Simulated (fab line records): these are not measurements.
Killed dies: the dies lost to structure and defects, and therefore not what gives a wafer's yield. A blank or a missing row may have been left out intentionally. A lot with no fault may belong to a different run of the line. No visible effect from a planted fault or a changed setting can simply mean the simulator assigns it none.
Which tool did it?    flow sky130    6 lots (17 wafers sampled), 1 step of a 708-step route

## WHAT THE GAUGES READ, wafer by wafer
SKY_CAP2M_THK_MEAS_04: measures by xrf.
lot   measured      on            CAP2M_TIN_THK (nm)
L112  day 41 09:16  filmMetro-01  203.7 200.5 199.3
L111  day 41 12:31  filmMetro-04  201.6 200.4 200.5
L115  day 42 05:10  filmMetro-02  203.0 205.9 200.2
L123  day 44 09:33  filmMetro-01  200.4 203.1
L126  day 44 23:13  filmMetro-02  207.4 203.1 203.6
L128  day 45 22:26  filmMetro-02  208.0 206.2 207.9

## EACH LOT AND THE TOOL THAT RAN IT (in order: tool; ch and the chambers of the sampled wafers; start)
There is no process step in the record ahead of these readings.

## THE ANSWER, worked out from the rows above alone
Rule: the usual values come from the lots themselves. Put in order of their means at a reading, lots are off if they are a third of the lots or fewer, leave a main group of 4 or more, and stand apart from it by a gap of 3 or more times the standard deviation of the main group's means; of several such gaps the widest counts. If all means in a main group match to the digits the tables above print for the reading, that group is not used. A lot without any number at a reading at which 4 lots or more have one is off too. All remaining lots with rows at the step are treated as sound.
Nothing can be told from this: no lot is off at any reading shown.

## WHAT THE SIMULATOR HAD INSERTED
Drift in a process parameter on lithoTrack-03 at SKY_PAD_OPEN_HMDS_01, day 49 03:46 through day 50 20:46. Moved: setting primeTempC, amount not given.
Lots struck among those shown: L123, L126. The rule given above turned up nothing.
